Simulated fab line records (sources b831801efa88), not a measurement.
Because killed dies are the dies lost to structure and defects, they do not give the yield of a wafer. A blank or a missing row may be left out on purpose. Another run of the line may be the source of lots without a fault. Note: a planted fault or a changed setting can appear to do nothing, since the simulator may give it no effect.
Which tool was responsible? ; flow gf180mcu ; Sampling: 6 lots, 18 wafers, 2 of 602 route steps

WHAT EACH GAUGE READ, for each wafer
GF_VT_IMPLANT_OVL_MEAS_29.
lot;measured;on;VT_IMPLANT_02_OVL (nm)
L672;day 7 03:35;overlay-01;-0.9 -1.7 -1.4
L677;day 8 10:02;overlay-02;-2.3 -2.2 -2.7
L684;day 10 09:37;overlay-01;-0.5 -1.8 -2.2
L686;day 11 00:29;overlay-02;-0.9 -1.6 -0.3
L690;day 12 12:26;overlay-01;-0.4 -1.7 -0.5
L693;day 13 07:26;overlay-02;-1.0 -0.1 0.9

EACH LOT AND THE TOOL THAT RAN IT (in order: tool; ch and the chambers of the sampled wafers; start)
lot;GF_VT_IMPLANT_EXPOSE_26
L672;iline_stepper-01 ch 0, day 6 20:36
L677;iline_stepper-02 ch 0, day 8 01:40
L684;iline_stepper-01 ch 0, day 10 00:29
L686;iline_stepper-02 ch 0, day 10 15:49
L690;iline_stepper-02 ch 0, day 12 03:29
L693;iline_stepper-02 ch 0, day 12 21:59
- GF_VT_IMPLANT_EXPOSE_26: exposes mask LVPWELL HV AREA, target cd 860 nm.

THE ANSWER, worked out from the rows above alone
Rule: the usual values come from the lots themselves. Put in order of their means at a reading, lots are off if they are a third of the lots or fewer, leave a main group of 4 or more, and stand apart from it by a gap of 3 or more times the standard deviation of the main group's means; of several such gaps the widest counts. The tables above print the reading to a certain number of digits; a main group whose means all agree to those digits is not used. A lot without any number at a reading at which 4 lots or more have one is off too. All remaining lots with rows at the step are treated as sound.
Across all readings shown, no lot is off: no conclusion can be drawn from this.

WHAT THE SIMULATOR PUT IN
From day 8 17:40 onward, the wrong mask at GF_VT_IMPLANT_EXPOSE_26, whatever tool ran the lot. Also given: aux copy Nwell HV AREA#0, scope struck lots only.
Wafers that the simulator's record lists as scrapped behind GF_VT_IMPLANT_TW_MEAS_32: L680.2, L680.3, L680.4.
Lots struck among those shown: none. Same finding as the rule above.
